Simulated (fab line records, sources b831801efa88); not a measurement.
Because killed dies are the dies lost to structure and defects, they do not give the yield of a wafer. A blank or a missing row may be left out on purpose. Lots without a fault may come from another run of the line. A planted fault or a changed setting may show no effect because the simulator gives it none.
A struck lot beside a sound one    flow sky130    15 steps out of a route of 708
Sound: wafers L519.2, L519.4, L519.5. Wafers L522.2, L522.4, L522.6 were the ones struck. The cause is given at the end.
For every step that has rows: the tool of each side, followed by ch and its chambers, followed by its first start. Under that, the readings that differ: sound wafers    struck wafers    difference of the means    sigmas: that difference in standard deviations of wafers without a fault.
alike: words and numbers the same on both sides, and readings whose means are apart by under 2 such deviations; not compared: readings that were withheld, readings missing a value for some wafer, numbers with overlapping values and no deviation given by the record, and bounds like >300 which may hide the same value.
A row with sigmas, a row that says differs or no value, or rows on one side alone: a step with any of these is where the two part. Numbers that have no deviation but don't overlap get no sigmas and don't part them. A reading missing from all wafers of one side parts the sides only when that side holds two or more wafers.

first, 1 step without rows for these wafers: SKY_GATE_OXIDE_OXIDATION_01 (stabilise 600 s, purge 300 s, target thk 10.268 nm).
SKY_GATE_OXIDE_THK_MEAS_02:
  sound: filmMetro-02 at day 14 11:29; struck: filmMetro-04 at day 15 18:22
  alike: GATE_OXIDE_OXIDATION_00_THK
then, 7 steps without rows for these wafers: SKY_GATE_OXIDE_DEHYDRATE_03 (time 60 s); SKY_GATE_OXIDE_HMDS_04 (prime time 60 s); SKY_GATE_OXIDE_COAT_05 (resist thk 1140 nm); SKY_GATE_OXIDE_SOFTBAKE_06 (time 60 s); SKY_GATE_OXIDE_EXPOSE_07 (exposes mask LVOM, target cd 600 nm); SKY_GATE_OXIDE_PEB_08; SKY_GATE_OXIDE_DEVELOP_09 (develop time 60 s).
SKY_GATE_OXIDE_OVL_MEAS_10:
  sound: overlay-02 at day 15 13:56; struck: overlay-01 at day 16 22:38
  alike: GATE_OXIDE_OVL
then, 2 steps without rows for these wafers: SKY_GATE_OXIDE_IMPLANT_11; SKY_GATE_OXIDE_WET_ETCH_12 (etches SiO2 in dHF, target depth 16.8 nm, time 336 s).
SKY_GATE_OXIDE_STRIP_13: strips in O2/N2.
  sound on plasmaAsher-03 ch 0,1, day 15 14:13; struck on plasmaAsher-02 ch 0,1, day 16 22:55
reading                                         sound              struck             difference                     sigmas
oesProductAu (a.u.)                             0.717 0.712 0.716  0.929 0.924 0.940  +0.216                         +46
stripTimeToEndpointS (s)                        14.20 14.21 14.18  - - -              no value on the struck wafers  
model.NOVOLAK_of_GATE_OXIDE_COAT_05.thkNm (nm)  0 0 0              506.1 506.7 506.3  +506.4                         
  alike: drypumpMotorCurrentA
  not compared: rfHoursCounterH
SKY_GATE_OXIDE_TW_MEAS_14:
  sound: filmMetro-02 at day 15 14:20; struck: filmMetro-03 at day 16 23:02
reading        sound              struck             difference  sigmas
GATE_OXIDE_TW  219.9 221.2 219.7  224.7 226.3 224.6  +4.9        +3
-- record jumps: 31 days separate the struck wafers' starts on either side; left off in module GATE_OXIDE, taken up again in module PAD_OPEN, whose first shown step is the route's number 708 --
SKY_PAD_OPEN_PROBE_99:
  sound: prober-01 at day 47 00:57; struck: prober-02 at day 47 19:47
reading           sound     struck       difference  sigmas
killedAtFrontEnd  16 6 14   418 435 418  +412        +94
killedDies        88 91 88  492 492 492  +403        +46
killedOnRim       18 19 20  96 96 96     +77         +21
  alike: killed_at_M0_to_M3, killed_at_M4_up, killedAtContacts, killedAtOther, killedOpen, killedShort

WHERE THEY PART
At SKY_GATE_OXIDE_STRIP_13 first; at SKY_PAD_OPEN_PROBE_99 last (within this record only).

WHY: what the simulator had put in
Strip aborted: plasmaAsher-02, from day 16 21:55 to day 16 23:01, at SKY_GATE_OXIDE_STRIP_13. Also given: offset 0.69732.
